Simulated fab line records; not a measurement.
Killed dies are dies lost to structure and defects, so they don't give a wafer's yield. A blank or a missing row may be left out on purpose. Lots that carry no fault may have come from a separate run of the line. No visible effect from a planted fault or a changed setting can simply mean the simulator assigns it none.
fab line records + flow gf180mcu
record
- lots=5
- wafers=15
- last-day=33
route steps=602 shown NSD@235
lots that met no fault: taken from a fault-free run of the same line
start-h: the number of hours between the record's first day and the start of the first shown wafer of the lot + wait-h: how many hours have passed since the lot's step before this one + " repeats the value in the row above + L1.1+2: several wafers, shown together as one row + - no value present, or no start provided + * or withheld: withheld + < > ~ a bound
route shown NAME@n: a module of which the file shows steps, and the number in the route of the first + usual: mean/standard deviation of fault-free wafers + same: alike in all rows + chamber/n: place in a boat + sites: readings site by site + _std_site: the values' standard deviation + _edge_site: outer sites' mean less inner sites' + radius-mm: for every site, how far away it sits from the centre of the wafer + mask NAME#n: copy n + behind: the most recent tool/chamber to have shaped the wafer + hold: reason for holding the lot/hours on hold/outcome of the hold + device: the transistor (n, p or np) that didn't switch + end of line: tests run on the same wafers once the route is complete + a step with no rows: only its recipe + killed: the dies lost at the first sort to structure and to defects; this is not the yield of the wafer + map: shows each die of a wafer: x if killed, . if not, _ if none is there
set.NAME: the setting as run; set.NAME@STEP: as run at that earlier step + model.NAME: the simulator's own value behind a step, which no gauge read
lots at some steps of the route; a table a step, a row a wafer
services: when a tool's chamber went out of use (start-h, in hours from the record's first day, below 0 if earlier), for how many hours, and the reason
## steps
# step GF_NSD_DEHYDRATE_00
# recipe
- temp-c=200
- time-s=60
| lot.wafer  | tool           | chamber | start-h | wait-h |
|------------|----------------|---------|---------|--------|
| L075.3+4+5 | litho-track-01 | 0       | 290.51  | 9.9    |
| L076.1+4+5 | litho-track-01 | 0       | 301.51  | 8.8    |
| L079.1+2+4 | litho-track-01 | 0       | 327.36  | 9.2    |
| L083.1+2+3 | litho-track-01 | 0       | 362.21  | 10.8   |
| L092.2+3+4 | litho-track-03 | 0       | 427.13  | 10.9   |
# step GF_NSD_HMDS_01
# recipe
- prime-time-s=60
- prime-temp-c=120
| lot.wafer  | tool           | chamber | start-h | wait-h |
|------------|----------------|---------|---------|--------|
| L075.3+4+5 | litho-track-01 | 0       | 290.66  | 0.1    |
| L076.1+4+5 | litho-track-01 | 0       | 301.66  | 0.1    |
| L079.1+2+4 | litho-track-01 | 0       | 327.51  | 0.1    |
| L083.1+2+3 | litho-track-01 | 0       | 362.36  | 0.1    |
| L092.2+3+4 | litho-track-03 | 0       | 427.28  | 0.1    |
# step GF_NSD_COAT_02
# recipe
- resist=NOVOLAK
- spin-rpm=3000
- resist-thk-nm=1000
| lot.wafer  | tool           | chamber | start-h | wait-h |
|------------|----------------|---------|---------|--------|
| L075.3+4+5 | litho-track-01 | 0       | 290.81  | 0.1    |
| L076.1+4+5 | litho-track-01 | 0       | 301.81  | 0.1    |
| L079.1+2+4 | litho-track-01 | 0       | 327.66  | 0.1    |
| L083.1+2+3 | litho-track-01 | 0       | 362.51  | 0.1    |
| L092.2+3+4 | litho-track-03 | 0       | 427.43  | 0.1    |
# step GF_NSD_SOFTBAKE_03
# recipe
- temp-c=90
- time-s=60
- resist=NOVOLAK
| lot.wafer  | tool           | chamber | start-h | wait-h |
|------------|----------------|---------|---------|--------|
| L075.3+4+5 | litho-track-01 | 0       | 290.96  | 0.1    |
| L076.1+4+5 | litho-track-01 | 0       | 301.96  | 0.1    |
| L079.1+2+4 | litho-track-01 | 0       | 327.81  | 0.1    |
| L083.1+2+3 | litho-track-01 | 0       | 362.66  | 0.1    |
| L092.2+3+4 | litho-track-03 | 0       | 427.58  | 0.1    |
# step GF_NSD_EXPOSE_04
# recipe
- mask-id=Nplus
- target-cd-nm=400
- na=0.6
- source-shape=conventional
- sigma-outer=0.6
- dose-mj=140
# usual
- stage-vel-mm-s=500.01/0.24
| lot.wafer | tool             | chamber | start-h | wait-h | mask    | stage-vel-mm-s |
|-----------|------------------|---------|---------|--------|---------|----------------|
| L075.3    | iline-stepper-01 | 0       | -       | -      | Nplus#0 | 500.21         |
| L075.4    | "                | 0       | "       | "      | Nplus#0 | 500.11         |
| L075.5    | "                | 0       | "       | "      | Nplus#0 | 500.13         |
| L076.1    | iline-stepper-01 | 0       | -       | -      | Nplus#0 | 500.16         |
| L076.4    | "                | 0       | "       | "      | Nplus#0 | 499.70         |
| L076.5    | "                | 0       | "       | "      | Nplus#0 | 499.72         |
| L079.1    | iline-stepper-02 | 0       | -       | -      | Nplus#0 | 499.99         |
| L079.2    | "                | 0       | "       | "      | Nplus#0 | 499.93         |
| L079.4    | "                | 0       | "       | "      | Nplus#0 | 500.27         |
| L083.1    | iline-stepper-01 | 0       | -       | -      | Nplus#0 | 500.19         |
| L083.2    | "                | 0       | "       | "      | Nplus#0 | 500.47         |
| L083.3    | "                | 0       | "       | "      | Nplus#0 | 500.28         |
| L092.2    | iline-stepper-02 | 0       | -       | -      | Nplus#0 | 499.99         |
| L092.3    | "                | 0       | "       | "      | Nplus#0 | 499.75         |
| L092.4    | "                | 0       | "       | "      | Nplus#0 | 499.82         |
# step GF_NSD_PEB_05
# recipe
- temp-c=withheld
- time-s=*
- resist=NOVOLAK
| lot.wafer  | tool           | chamber | start-h | wait-h |
|------------|----------------|---------|---------|--------|
| L075.3+4+5 | litho-track-01 | 0       | -       | -      |
| L076.1+4+5 | litho-track-01 | 0       | -       | -      |
| L079.1+2+4 | litho-track-03 | 0       | -       | -      |
| L083.1+2+3 | litho-track-02 | 0       | -       | -      |
| L092.2+3+4 | litho-track-02 | 0       | -       | -      |
# step GF_NSD_DEVELOP_06
# recipe
- develop-time-s=60
- dev-temp-c=21.96
| lot.wafer  | tool           | chamber | start-h | wait-h |
|------------|----------------|---------|---------|--------|
| L075.3+4+5 | litho-track-01 | 0       | 300.81  | 0.1    |
| L076.1+4+5 | litho-track-01 | 0       | 312.16  | 0.1    |
| L079.1+2+4 | litho-track-03 | 0       | 338.86  | 0.1    |
| L083.1+2+3 | litho-track-02 | 0       | 373.25  | 0.1    |
| L092.2+3+4 | litho-track-02 | 0       | 439.93  | 0.1    |
# step GF_NSD_CD_MEAS_07
# recipe
- target-cd-nm=400
# usual
- cd-nm=400.0/2
| lot.wafer | tool      | chamber | start-h | wait-h | cd-nm |
|-----------|-----------|---------|---------|--------|-------|
| L075.3    | cd-sem-02 | -       | 300.95  | 0.1    | 398.8 |
| L075.4    | "         | -       | "       | "      | 400.3 |
| L075.5    | "         | -       | "       | "      | 400.6 |
| L076.1    | cd-sem-01 | -       | 312.31  | 0.1    | 399.1 |
| L076.4    | "         | -       | "       | "      | 401.3 |
| L076.5    | "         | -       | "       | "      | 401.7 |
| L079.1    | cd-sem-01 | -       | 339.01  | 0.1    | 398.0 |
| L079.2    | "         | -       | "       | "      | 398.5 |
| L079.4    | "         | -       | "       | "      | 397.7 |
| L083.1    | cd-sem-01 | -       | 373.40  | 0.1    | 402.2 |
| L083.2    | "         | -       | "       | "      | 401.0 |
| L083.3    | "         | -       | "       | "      | 399.8 |
| L092.2    | cd-sem-02 | -       | 440.07  | 0.1    | 400.6 |
| L092.3    | "         | -       | "       | "      | 404.7 |
| L092.4    | "         | -       | "       | "      | 400.4 |
# step GF_NSD_OVL_MEAS_08
# usual
- NSD_OVL=0.6/1.2
| lot.wafer | tool       | chamber | start-h | wait-h | NSD_OVL[nm] |
|-----------|------------|---------|---------|--------|-------------|
| L075.3    | overlay-01 | -       | 301.04  | 0.1    | 0.0         |
| L075.4    | "          | -       | "       | "      | -1.3        |
| L075.5    | "          | -       | "       | "      | 0.8         |
| L076.1    | overlay-02 | -       | 312.43  | 0.1    | 1.9         |
| L076.4    | "          | -       | "       | "      | 3.2         |
| L076.5    | "          | -       | "       | "      | 0.7         |
| L079.1    | overlay-01 | -       | 339.13  | 0.1    | 0.3         |
| L079.2    | "          | -       | "       | "      | 1.4         |
| L079.4    | "          | -       | "       | "      | -0.4        |
| L083.1    | overlay-02 | -       | 373.52  | 0.1    | 0.5         |
| L083.2    | "          | -       | "       | "      | 0.5         |
| L083.3    | "          | -       | "       | "      | -0.4        |
| L092.2    | overlay-02 | -       | 440.18  | 0.1    | 0.0         |
| L092.3    | "          | -       | "       | "      | 0.1         |
| L092.4    | "          | -       | "       | "      | 1.4         |
# step GF_NSD_IMPLANT_09
# recipe
- species=As
- energy-kev=60
- dose-cm2=4e+15
- tilt-deg=7
# usual
- dose-ions-cm2=4e+15/4.3e+12
- tilt-deg=6.999/0.019
| lot.wafer | tool         | chamber | start-h | wait-h | dose-ions-cm2 | tilt-deg |
|-----------|--------------|---------|---------|--------|---------------|----------|
| L075.3    | implanter-04 | 0       | 301.12  | 0.1    | 3.997e+15     | 6.982    |
| L075.4    | "            | 0       | "       | "      | 3.997e+15     | 6.966    |
| L075.5    | "            | 0       | "       | "      | 3.992e+15     | 6.977    |
| L076.1    | implanter-02 | 0       | 312.47  | 0.0    | 3.996e+15     | 7.017    |
| L076.4    | "            | 0       | "       | "      | 3.997e+15     | 6.994    |
| L076.5    | "            | 0       | "       | "      | 4e+15         | 7.016    |
| L079.1    | implanter-02 | 0       | 339.16  | 0.0    | 4.007e+15     | 7.038    |
| L079.2    | "            | 0       | "       | "      | 3.998e+15     | 7.025    |
| L079.4    | "            | 0       | "       | "      | 4.003e+15     | 7.052    |
| L083.1    | implanter-01 | 0       | 373.56  | 0.0    | 4e+15         | 7.003    |
| L083.2    | "            | 0       | "       | "      | 3.998e+15     | 6.977    |
| L083.3    | "            | 0       | "       | "      | 4.008e+15     | 7.009    |
| L092.2    | implanter-01 | 0       | 440.23  | 0.0    | 3.997e+15     | 7.018    |
| L092.3    | "            | 0       | "       | "      | 4.001e+15     | 6.995    |
| L092.4    | "            | 0       | "       | "      | 3.998e+15     | 7.006    |
## services
| tool             | chamber | start-h | hours | kind                    |
|------------------|---------|---------|-------|-------------------------|
| implanter-02     | -       | 274.85  | 3.3   | repair                  |
| iline-stepper-01 | -       | 278.79  | 4.4   | pm                      |
| implanter-01     | -       | 281.59  | 9.0   | pm                      |
| implanter-02     | -       | 284.44  | 1.2   | repair                  |
| iline-stepper-01 | -       | 293.76  | 2.1   | pm                      |
| iline-stepper-01 | -       | 295.85  | -     | consumable-replace:lamp |
| implanter-01     | -       | 299.47  | 5.5   | repair                  |
| implanter-04     | -       | 327.07  | 2.8   | repair                  |
| implanter-02     | -       | 334.08  | 4.7   | pm                      |
| implanter-02     | -       | 353.61  | 5.1   | pm                      |
| implanter-04     | -       | 381.08  | 1.9   | repair                  |
| iline-stepper-02 | 0       | 390.19  | -     | calibration             |
| implanter-04     | -       | 393.54  | 9.0   | pm                      |
| iline-stepper-02 | -       | 402.82  | 1.7   | pm                      |
| implanter-02     | -       | 428.80  | 18.1  | pm                      |
| iline-stepper-02 | -       | 432.76  | 4.4   | pm                      |
## key
fault none
